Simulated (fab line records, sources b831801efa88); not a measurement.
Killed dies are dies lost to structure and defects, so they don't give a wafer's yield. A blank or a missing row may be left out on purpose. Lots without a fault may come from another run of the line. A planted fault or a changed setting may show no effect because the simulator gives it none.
A struck lot beside a sound one | flow sky130 | 15 steps out of a route of 708
Sound: wafers L341.1, L341.2, L341.5. Struck: wafers L343.1, L343.3, L343.4. The cause comes at the end.
At each step with rows: each side's tool, then ch and its chambers, then its first start. Under that, the readings that differ: sound wafers | struck wafers | difference of the means | sigmas: that difference in standard deviations of wafers without a fault.
alike: readings whose means differ by less than 2 such deviations, and words and numbers that are the same on both sides. not compared: withheld readings, readings that some wafer has no value for, bounds like >300 that may hide the same value, and numbers for which the record gives no deviation and whose values overlap.
The two part at a step that has a row with sigmas, a row that says differs or no value, or rows on one side only. Numbers that don't overlap but have no deviation are shown without sigmas and don't part them. A reading that every wafer of one side lacks parts them only if that side has two wafers or more.

first, 5 steps without rows for these wafers: SKY_SD_N_COAT_02 (resist thk 1140 nm); SKY_SD_N_SOFTBAKE_03 (time 60 s); SKY_SD_N_EXPOSE_04 (exposes mask NSDM, target cd 380 nm); SKY_SD_N_PEB_05; SKY_SD_N_DEVELOP_06 (develop time 60 s).
SKY_SD_N_CD_MEAS_07: target cd 380 nm.
  sound on cd_sem-02, day 30 12:11; struck on cd_sem-01, day 30 12:29
  alike: cd_nm
SKY_SD_N_OVL_MEAS_08:
  sound on overlay-01, day 30 12:19; struck on overlay-01, day 30 12:37
  alike: SD_N_OVL
then, 2 steps without rows for these wafers: SKY_SD_N_IMPLANT_09; SKY_SD_N_IMPLANT_10.
SKY_SD_N_STRIP_11: strips in O2/N2.
  sound on plasma_asher-01 ch 0,1, day 30 12:39; struck on plasma_asher-01 ch 0,1, day 30 12:57
  alike: drypump_motor_current_A, oes_product_au, strip_time_to_endpoint_s
  not compared: rf_hours_counter_h
SKY_SD_N_TW_MEAS_12:
  sound on film_metro-04, day 30 12:45; struck on film_metro-03, day 30 13:03
  reading | sound          | struck         | difference | sigmas
  SD_N_TW | 3953 3975 3989 | 3935 3907 3891 | -61        | -3
then, 1 step without rows for these wafers: SKY_SD_N_CLEAN_13 (cleans in SC1/SC2, time 150 s).
SKY_SD_N_RTA_14: time 2 s.
  sound on rtp_anneal-01 ch 0, day 30 12:52; struck on rtp_anneal-02 ch 0, day 30 13:10
  reading            | sound                | struck               | difference | sigmas
  lamp_power_pct (%) | 15.71 15.67 15.71    | 16.78 16.77 16.91    | +1.12      | +22
  wafer_temp_C_max   | 1077.4 1079.4 1078.4 | 1124.7 1126.7 1124.8 | +47.0      | +39
  alike: ramp_up_c_per_s
SKY_SD_N_RS_MEAS_16: measures by four-point-probe.
  sound on film_metro-01, day 30 13:02; struck on film_metro-04, day 30 13:41
  reading          | sound             | struck            | difference | sigmas
  SD_N_RS (ohm/sq) | 68.60 68.69 68.75 | 59.64 59.76 59.65 | -9.00      | -82
  not compared: hold
then, 1 step without rows for these wafers: SKY_PAD_OPEN_PROBE_99.

WHERE THEY PART
First at SKY_SD_N_TW_MEAS_12; last, within this record, at SKY_SD_N_RS_MEAS_16.

WHY: what the simulator had put in
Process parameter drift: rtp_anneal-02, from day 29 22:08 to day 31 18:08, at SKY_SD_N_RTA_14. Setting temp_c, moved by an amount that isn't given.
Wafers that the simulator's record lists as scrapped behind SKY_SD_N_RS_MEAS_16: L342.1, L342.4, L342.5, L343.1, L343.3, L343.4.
